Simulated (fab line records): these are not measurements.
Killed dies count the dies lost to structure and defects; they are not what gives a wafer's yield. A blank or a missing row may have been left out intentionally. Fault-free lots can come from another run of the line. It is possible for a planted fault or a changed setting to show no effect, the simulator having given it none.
Matching of chambers -- flow gf180mcu -- GF_V4_ETCH_16 on rieDiel-03 has 4 sister chambers
The step etches BARC in N2/H2. 4 wafers are shown with their chamber, then 11 later ones without.

WAFERS, EACH WITH ITS CHAMBER
wafer,chamber,drypumpMotorCurrentA (A)
L086.5,0,6.0
L086.6,3,5.5
L090.5,2,4.6
L091.3,1,5.4

WAFERS WITH NO CHAMBER GIVEN
wafer,drypumpMotorCurrentA (A)
L091.4,5.4
L091.6,6.1
L093.4,6.1
L093.5,6.0
L093.6,5.5
L094.1,5.5
L094.2,4.6
L094.5,5.5
L097.1,5.5
L097.5,5.4
L097.6,6.1

EACH ONE'S CHAMBER
wafer,from the rows above,in truth
L091.4,can't be placed: 1 or 3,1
L091.6,0,0
L093.4,0,0
L093.5,0,0
L093.6,can't be placed: 3 or 1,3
L094.1,can't be placed: 3 or 1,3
L094.2,2,2
L094.5,can't be placed: 3 or 1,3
L097.1,can't be placed: 3 or 1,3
L097.5,can't be placed: 1 or 3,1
L097.6,0,0
Correct placement for 5 of the 11. From these rows, 6 cannot be placed; in 6 the true chamber is one of the candidates. Placed wrongly: 0.
How it was worked out, from the rows above alone: a wafer's distance from a chamber is the root of the sum, over the readings, of the square of ((its reading less the chamber's mean) divided by the reading's scatter). The wafer belongs to the nearest chamber; if the next one is less than 2 further off, it can't be placed. For every chamber, the mean is computed from those of its wafers that are shown. The scatter: with one shown wafer a chamber, the root of the mean of the squares of how far each hidden wafer lies from its nearest shown one.
